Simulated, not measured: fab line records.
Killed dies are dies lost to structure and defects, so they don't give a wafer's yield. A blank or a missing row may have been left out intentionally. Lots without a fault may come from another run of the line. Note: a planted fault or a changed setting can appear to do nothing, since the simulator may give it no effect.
fab line records    flow sky130
record lots=11  wafers=33  last-day=50
route steps=708 shown CAPM@538 METAL3@563 VIA4@641 PAD_OPEN@708
lots with no fault: from the same line, run without faults
start-h: hours from the record's first day to the start of the lot's first wafer shown    wait-h: hours elapsed since this lot's preceding step    " identical to the entry in the row above    L1.1+2: a single row standing in for several wafers    - no value, or no start given    * or withheld: withheld    < > ~ a bound
route shown NAME@n: names a module that has steps shown in the file, with the first one's number in the route    usual: average and standard deviation across the fault-free wafers    same: alike in all rows    chamber/n: place in a boat    sites: each site's reading    _std_site: their standard deviation    _edge_site: inner sites' mean taken away from outer sites' mean    radius-mm: for every site, how far away it sits from the centre of the wafer    mask NAME#n: copy n    behind: tool/chamber where the wafer was last shaped    hold: reason for holding the lot/hours on hold/outcome of the hold    device: whichever transistor did not switch (one of n, p or np)    end of line: the tests these same wafers got at the end of their route    step lacking rows: just its recipe    killed: count of dies lost to structure and defects at first sort (not the wafer's yield)    map: a wafer's dies, marking killed ones x, the rest . and places with no die _
set.NAME: the setting that was run; set.NAME@STEP: the one run at that earlier step    model.NAME: the simulator's own value behind a step, which no gauge read
steps of the route over a sample of lots; a table a step, a row a wafer
services: from which hour (start-h, from the record's first day; less than 0 if before it) a tool's chamber was out of use, for how many hours, and why
## steps
# step SKY_CAPM_THK_MEAS_01
# recipe reads=SiO2_of_CAPM_CVD_00
# usual CAPM_CVD_00_THK=15.53/0.23
lot.wafer  tool           chamber  start-h  wait-h  CAPM_CVD_00_THK[nm]
L496.1     film-metro-02  -        847.49   -       15.70
L496.2     "              -        "        "       15.78
L496.4     "              -        "        "       15.77
L497.2     film-metro-02  -        852.19   -       15.26
L497.4     "              -        "        "       15.56
L497.5     "              -        "        "       15.47
L498.1     film-metro-02  -        855.47   -       15.38
L498.3     "              -        "        "       15.50
L498.5     "              -        "        "       15.72
L499.2     film-metro-01  -        866.21   -       15.70
L499.4     "              -        "        "       15.55
L499.5     "              -        "        "       15.71
L500.2     film-metro-01  -        872.35   -       15.33
L500.3     "              -        "        "       15.68
L500.6     "              -        "        "       15.45
L501.1     film-metro-02  -        895.29   -       15.46
L501.5     "              -        "        "       15.56
L501.6     "              -        "        "       15.55
L507.1     film-metro-02  -        931.19   -       15.58
L507.3     "              -        "        "       15.41
L507.4     "              -        "        "       15.86
L511.2     film-metro-01  -        973.65   -       15.65
L511.3     "              -        "        "       15.62
L511.4     "              -        "        "       15.63
L516.1     film-metro-02  -        988.88   -       15.20
L516.3     "              -        "        "       15.73
L516.4     "              -        "        "       15.91
L518.1     film-metro-02  -        1005.38  -       15.64
L518.2     "              -        "        "       15.05
L518.6     "              -        "        "       15.60
L519.3     film-metro-02  -        1012.21  -       15.53
L519.5     "              -        "        "       15.81
L519.6     "              -        "        "       15.57
# step SKY_CAPM_OVL_MEAS_12
# usual CAPM_OVL=-0.3/1.2
lot.wafer  tool        chamber  start-h  wait-h  CAPM_OVL[nm]
L496.1     overlay-01  -        872.96   0.1     -0.9
L496.2     "           -        "        "       -1.2
L496.4     "           -        "        "       -1.3
L497.2     overlay-01  -        877.79   0.1     -1.1
L497.4     "           -        "        "       -0.6
L497.5     "           -        "        "       -0.8
L498.1     overlay-01  -        881.43   0.1     0.7
L498.3     "           -        "        "       -0.1
L498.5     "           -        "        "       0.3
L499.2     overlay-02  -        891.54   0.1     1.5
L499.4     "           -        "        "       0.9
L499.5     "           -        "        "       1.4
L500.2     overlay-01  -        897.59   0.1     0.6
L500.3     "           -        "        "       -0.7
L500.6     "           -        "        "       0.6
L501.1     overlay-01  -        919.96   0.1     -2.5
L501.5     "           -        "        "       -1.2
L501.6     "           -        "        "       -0.8
L507.1     overlay-02  -        955.49   0.1     -2.1
L507.3     "           -        "        "       -2.5
L507.4     "           -        "        "       -2.0
L511.2     overlay-02  -        996.39   0.1     -1.4
L511.3     "           -        "        "       -2.7
L511.4     "           -        "        "       -1.2
L516.1     overlay-01  -        1012.04  0.1     0.1
L516.3     "           -        "        "       -0.8
L516.4     "           -        "        "       0.8
L518.1     overlay-02  -        1028.48  0.1     -1.8
L518.2     "           -        "        "       -0.1
L518.6     "           -        "        "       -0.5
L519.3     overlay-02  -        1035.10  0.1     -0.6
L519.5     "           -        "        "       -0.7
L519.6     "           -        "        "       -1.8
# step SKY_METAL3_CD_MEAS_13
# recipe target-cd-nm=300
# usual cd-nm=300.3/1.3
lot.wafer  tool       chamber  start-h  wait-h  cd-nm
L496.1     cd-sem-02  -        899.35   -       299.6
L496.2     "          -        "        "       300.4
L496.4     "          -        "        "       300.2
L497.2     cd-sem-01  -        903.63   -       299.3
L497.4     "          -        "        "       300.1
L497.5     "          -        "        "       299.9
L498.1     cd-sem-02  -        906.80   -       300.1
L498.3     "          -        "        "       300.4
L498.5     "          -        "        "       298.4
L499.2     cd-sem-01  -        916.67   -       301.6
L499.4     "          -        "        "       301.7
L499.5     "          -        "        "       301.3
L500.2     cd-sem-01  -        923.48   -       300.4
L500.3     "          -        "        "       301.5
L500.6     "          -        "        "       300.4
L501.1     cd-sem-01  -        944.18   -       303.1
L501.5     "          -        "        "       301.3
L501.6     "          -        "        "       302.2
L507.1     cd-sem-02  -        980.30   -       297.6
L507.3     "          -        "        "       298.4
L507.4     "          -        "        "       297.8
L511.2     cd-sem-01  -        1019.85  -       300.1
L511.3     "          -        "        "       300.1
L511.4     "          -        "        "       300.3
L516.1     cd-sem-01  -        1035.15  -       300.3
L516.3     "          -        "        "       299.2
L516.4     "          -        "        "       299.7
L518.1     cd-sem-01  -        1051.13  -       299.6
L518.2     "          -        "        "       300.6
L518.6     "          -        "        "       300.4
L519.3     cd-sem-01  -        1058.24  -       300.1
L519.5     "          -        "        "       300.0
L519.6     "          -        "        "       300.0
# step SKY_VIA4_CMP_02
# recipe material=SiO2  down-force-psi=4  platen-rpm=60  pad-velocity-m-s=0.94248
# usual head-pressure-psi=4.001/0.0085  motor-current-A=11.8/1.5
lot.wafer  tool    chamber  start-h  wait-h  head-pressure-psi  motor-current-A
L496.1     cmp-01  2        980.28   0.1     3.994              13.0
L496.2     "       0        "        "       4.000              15.7
L496.4     "       1        "        "       4.007              11.4
L497.4     cmp-02  2        982.25   0.1     4.015              10.1
L497.2     "       0        "        "       3.993              14.1
L497.5     "       1        "        "       4.017              11.7
L498.1     cmp-02  2        984.71   0.2     3.999              10.2
L498.3     "       3        "        "       4.006              11.1
L498.5     "       1        "        "       4.015              11.5
L499.4     cmp-02  3        993.37   0.1     4.003              11.6
L499.2     "       1        "        "       4.001              12.0
L499.5     "       3        "        "       3.998              11.5
L500.3     cmp-02  0        1003.96  0.0     4.001              13.0
L500.2     "       1        "        "       4.010              12.1
L500.6     "       0        "        "       3.991              13.2
L501.1     cmp-01  0        1018.85  0.1     4.001              15.0
L501.5     "       2        "        "       3.982              13.1
L501.6     "       3        "        "       4.007              10.5
L507.4     cmp-02  1        1053.53  0.4     4.011              11.9
L507.1     "       2        "        "       3.994              9.5
L507.3     "       3        "        "       3.984              11.3
L511.2     cmp-01  3        1089.19  0.0     4.000              11.3
L511.4     "       1        "        "       3.989              10.4
L511.3     "       2        "        "       4.000              12.9
L516.1     cmp-01  3        1104.26  0.1     3.989              10.7
L516.3     "       1        "        "       4.001              10.7
L516.4     "       2        "        "       4.007              12.4
L518.1     cmp-02  3        1118.20  0.1     4.000              11.7
L518.2     "       1        "        "       4.000              11.8
L518.6     "       3        "        "       4.005              12.4
L519.3     cmp-02  0        1124.97  0.1     4.002              13.0
L519.6     "       0        "        "       3.985              12.7
L519.5     "       1        "        "       4.003              11.6
# step SKY_PAD_OPEN_PROBE_99
# usual defect-limited-yield=82.5/1.8  killed_at_M0_to_M3=43/6.5  killed_at_M4_up=3.1/1.8  killed-at-contacts=24/4.8  killed-at-front-end=15/4.7  killed-at-other=0.3/0.58  killed-dies=86/8.6  killed-on-rim=17/4.1  killed-open=47/6.7  killed-short=39/6.1  sort_bin_3_pad_short=0.8/0.38  sort_bin_5_function=10.4/1.3  sort_bin_6_memory=6.2/1.1  sort-n-pass=406/8.6  sort-yield-pct=82.5/1.8
# same gross-dies=492  killed-at-back-side=0  sort_bin_4_leakage[%]=0  sort_bin_8_speed[%]=0
lot.wafer  tool       chamber  start-h  wait-h  defect-limited-yield[%]  killed_at_M0_to_M3  killed_at_M4_up  killed-at-contacts  killed-at-front-end  killed-at-other  killed-dies  killed-on-rim  killed-open  killed-short  sort_bin_3_pad_short[%]  sort_bin_5_function[%]  sort_bin_6_memory[%]  sort-n-pass  sort-yield-pct[%]
L496.1     prober-01  -        1074.86  0.6     79.7                     50                  4                35                  11                   0                100          22             55           45            0.8                      11.4                    8.1                   392          79.7
L496.2     prober-01  -        1074.91  0.6     82.5                     46                  2                23                  15                   0                86           18             50           36            0.2                      11.0                    6.3                   406          82.5
L496.4     prober-01  -        1075.01  0.7     84.3                     42                  1                28                  4                    2                77           17             44           33            0.6                      8.9                     6.1                   415          84.3
L500.2     prober-01  -        1095.96  0.1     81.5                     43                  6                29                  13                   0                91           18             55           36            0.2                      11.4                    6.9                   401          81.5
L500.3     prober-01  -        1096.01  0.2     83.7                     34                  0                32                  12                   2                80           16             49           31            0.6                      10.4                    5.3                   412          83.7
L500.6     prober-01  -        1096.16  0.2     82.7                     46                  2                26                  11                   0                85           18             45           40            0.4                      9.6                     7.3                   407          82.7
L501.1     prober-02  -        1107.06  0.1     81.5                     44                  2                30                  14                   1                91           20             47           44            0.2                      11.2                    7.1                   401          81.5
L501.5     prober-02  -        1107.26  0.2     79.9                     48                  6                33                  12                   0                99           20             54           45            0.8                      12.0                    7.3                   393          79.9
L507.1     prober-01  -        1137.43  0.1     32.5                     36                  272              14                  10                   0                332          63             23           38            4.5                      46.3                    16.7                  160          32.5
L507.3     prober-01  -        1137.53  0.2     80.1                     52                  4                26                  16                   0                98           18             50           48            0.8                      12.8                    6.3                   394          80.1
L507.4     prober-01  -        1137.58  0.2     84.3                     36                  4                17                  19                   1                77           15             46           31            1.0                      7.7                     6.9                   415          84.3
L511.2     prober-01  -        1169.98  0.1     82.3                     55                  0                18                  14                   0                87           22             49           38            1.2                      10.0                    6.5                   405          82.3
L511.3     prober-01  -        1170.03  0.2     79.3                     53                  6                23                  20                   0                102          20             59           43            1.2                      13.6                    5.9                   390          79.3
L511.4     prober-01  -        1170.08  0.2     82.5                     35                  3                35                  13                   0                86           15             50           36            0.8                      9.3                     7.3                   406          82.5
L516.1     prober-02  -        1183.72  0.1     82.9                     44                  7                22                  11                   0                84           18             47           37            0.6                      9.6                     6.9                   408          82.9
L516.3     prober-02  -        1183.82  0.2     83.5                     35                  3                29                  14                   0                81           13             41           40            0.8                      10.0                    5.7                   411          83.5
L516.4     prober-02  -        1183.87  0.2     84.1                     34                  7                24                  13                   0                78           18             41           37            0.8                      8.3                     6.7                   414          84.1
L518.1     prober-02  -        1193.96  0.1     81.1                     49                  3                25                  15                   1                93           16             49           44            0.6                      10.8                    7.5                   399          81.1
L518.2     prober-02  -        1194.01  0.1     83.5                     30                  1                28                  21                   1                81           18             53           28            1.0                      9.8                     5.7                   411          83.5
L518.6     prober-02  -        1194.21  0.2     82.7                     35                  6                31                  13                   0                85           17             55           30            1.0                      10.8                    5.5                   407          82.7
# killed by level:class
L496.1 VIA1:geometric-particle:open=13 LI_CONTACT:geometric-particle:open=11 VIA2:geometric-particle:open=9 CONTACT:geometric-particle:open=9 CONTACT:geometric-particle:short=8 VIA1:geometric-particle:short=8 METAL1:geometric-particle:short=7 FIELD_ISO:geometric-particle:open=5
L496.2 VIA3:geometric-particle:open=12 CONTACT:geometric-particle:open=7 VIA1:geometric-particle:open=7 FIELD_ISO:geometric-particle:open=6 METAL1:geometric-particle:short=6 LI_CONTACT:geometric-particle:open=5 CONTACT:geometric-particle:short=5 VIA1:geometric-particle:short=4
L496.4 VIA1:geometric-particle:open=14 CONTACT:geometric-particle:open=9 CONTACT:geometric-particle:short=7 LI_CONTACT:geometric-particle:open=6 VIA2:geometric-particle:open=6 METAL1:geometric-particle:short=4 METAL2:geometric-particle:short=4 LI_CONTACT:geometric-particle:short=3
L500.2 VIA1:geometric-particle:open=19 CONTACT:geometric-particle:open=11 LI_CONTACT:geometric-particle:open=7 POLY_GATE:geometric-particle:open=4 CONTACT:geometric-particle:short=4 LOCAL_INTERCONNECT:geometric-particle:short=4 METAL1:geometric-particle:short=4 VIA3:geometric-particle:open=4
L500.3 CONTACT:geometric-particle:open=15 VIA1:geometric-particle:open=10 VIA1:geometric-particle:short=7 LI_CONTACT:geometric-particle:open=6 POLY_GATE:geometric-particle:open=5 VIA2:geometric-particle:open=5 CONTACT:geometric-particle:short=4 LOCAL_INTERCONNECT:geometric-particle:short=4
L500.6 VIA2:geometric-particle:open=10 VIA1:geometric-particle:open=8 LOCAL_INTERCONNECT:geometric-particle:short=8 VIA3:geometric-particle:open=7 CONTACT:geometric-particle:open=7 POLY_GATE:geometric-particle:short=6 VIA1:geometric-particle:short=6 METAL2:geometric-particle:short=6
L501.1 CONTACT:geometric-particle:open=10 VIA2:geometric-particle:open=9 LI_CONTACT:geometric-particle:open=8 CONTACT:geometric-particle:short=7 METAL2:geometric-particle:short=7 FIELD_ISO:geometric-particle:short=5 METAL1:geometric-particle:short=5 VIA1:geometric-particle:open=5
L501.5 LI_CONTACT:geometric-particle:open=14 CONTACT:geometric-particle:open=9 VIA3:geometric-particle:open=8 VIA1:geometric-particle:open=7 VIA2:geometric-particle:open=7 METAL1:geometric-particle:short=5 LOCAL_INTERCONNECT:geometric-particle:short=4 CONTACT:geometric-particle:short=4
L507.1 VIA4:unspecified=271 METAL2:geometric-particle:short=7 CONTACT:geometric-particle:open=6 VIA1:geometric-particle:open=6 VIA1:geometric-particle:short=5 METAL3:geometric-particle:short=5 VIA3:geometric-particle:open=5 SPACER:geometric-particle:short=4
L507.3 VIA1:geometric-particle:open=16 METAL2:geometric-particle:short=10 CONTACT:geometric-particle:open=9 LOCAL_INTERCONNECT:geometric-particle:short=7 FIELD_ISO:geometric-particle:short=4 LI_CONTACT:geometric-particle:open=4 METAL1:geometric-particle:short=4 VIA3:geometric-particle:open=4
L507.4 VIA1:geometric-particle:open=11 CONTACT:geometric-particle:open=10 POLY_GATE:geometric-particle:short=7 METAL2:geometric-particle:short=5 FIELD_ISO:geometric-particle:open=4 POLY_GATE:geometric-particle:open=4 METAL1:geometric-particle:short=4 VIA2:geometric-particle:open=4
L511.2 VIA1:geometric-particle:open=14 METAL2:geometric-particle:short=13 CONTACT:geometric-particle:open=10 VIA3:geometric-particle:open=8 METAL1:geometric-particle:short=5 POLY_GATE:geometric-particle:short=4 VIA2:geometric-particle:open=4 VIA3:geometric-particle:short=4
L511.3 CONTACT:geometric-particle:open=10 VIA1:geometric-particle:open=10 VIA2:geometric-particle:open=9 VIA1:geometric-particle:short=6 POLY_GATE:geometric-particle:open=5 LI_CONTACT:geometric-particle:open=5 METAL3:geometric-particle:short=5 METAL4:geometric-particle:short=5
L511.4 LI_CONTACT:geometric-particle:open=9 CONTACT:geometric-particle:open=9 VIA2:geometric-particle:open=8 LOCAL_INTERCONNECT:geometric-particle:short=7 VIA1:geometric-particle:open=7 VIA3:geometric-particle:open=6 FIELD_ISO:geometric-particle:short=4 LI_CONTACT:geometric-particle:short=4
L516.1 VIA3:geometric-particle:open=12 VIA1:geometric-particle:open=7 CONTACT:geometric-particle:open=7 METAL2:geometric-particle:short=7 METAL4:geometric-particle:short=6 LI_CONTACT:geometric-particle:open=5 CONTACT:geometric-particle:short=5 FIELD_ISO:geometric-particle:open=4
L516.3 LOCAL_INTERCONNECT:geometric-particle:short=8 CONTACT:geometric-particle:open=8 VIA1:geometric-particle:open=8 LI_CONTACT:geometric-particle:open=7 CONTACT:geometric-particle:short=6 VIA3:geometric-particle:short=4 FIELD_ISO:geometric-particle:short=4 METAL1:geometric-particle:short=4
L516.4 CONTACT:geometric-particle:open=10 LI_CONTACT:geometric-particle:open=6 METAL4:geometric-particle:short=6 METAL2:geometric-particle:short=6 VIA2:geometric-particle:open=5 CONTACT:geometric-particle:short=4 METAL1:geometric-particle:short=4 VIA1:geometric-particle:open=4
L518.1 METAL1:geometric-particle:short=10 VIA1:geometric-particle:open=9 CONTACT:geometric-particle:open=8 POLY_GATE:geometric-particle:open=7 VIA3:geometric-particle:open=7 LOCAL_INTERCONNECT:geometric-particle:short=6 VIA2:geometric-particle:open=6 CONTACT:geometric-particle:short=5
L518.2 CONTACT:geometric-particle:open=13 FIELD_ISO:geometric-particle:open=8 VIA1:geometric-particle:open=7 POLY_GATE:geometric-particle:short=6 LI_CONTACT:geometric-particle:open=6 VIA3:geometric-particle:open=5 LOCAL_INTERCONNECT:geometric-particle:short=4 CONTACT:geometric-particle:short=4
L518.6 CONTACT:geometric-particle:open=15 VIA3:geometric-particle:open=9 VIA2:geometric-particle:open=8 LI_CONTACT:geometric-particle:open=6 METAL1:geometric-particle:short=6 CONTACT:geometric-particle:short=5 VIA1:geometric-particle:open=5 FIELD_ISO:geometric-particle:open=4
## services
tool    chamber  start-h  hours  kind
cmp-01  -        1037.58  17.4   pm
cmp-02  -        1060.88  2.2    repair
cmp-02  -        1078.59  0.6    repair
cmp-02  -        1083.05  1.5    repair
cmp-01  -        1084.00  4.0    pm
cmp-01  -        1087.04  1.8    repair
cmp-01  -        1088.00  -      consumable-replace:conditioner
cmp-01  -        1088.00  -      consumable-replace:pad
cmp-02  -        1103.05  0.4    repair
cmp-02  -        1121.99  0.2    repair
cmp-01  -        1124.89  3.2    repair
## key
first-sign step=SKY_PAD_OPEN_PROBE_99  reading=killed_at_M4_up  direction=up  sigmas=99+  usual=3.1  struck=272
effect step=SKY_PAD_OPEN_PROBE_99  reading=defect-limited-yield  direction=down  sigmas=28  usual=82.5  struck=32.5
met-at SKY_VIA4_CMP_02
struck-lots L507
struck-wafers L507.1
not-acting-at SKY_CAPM_THK_MEAS_01,SKY_CAPM_OVL_MEAS_12,SKY_METAL3_CD_MEAS_13
onset-between 984.71 1053.53
fault kind=chamber-particle-source  tool=cmp-02  chamber=2  onset-h=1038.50  steps=SKY_VIA4_CMP_02  rate-per-visit-cm2=1.7286  end-h=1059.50
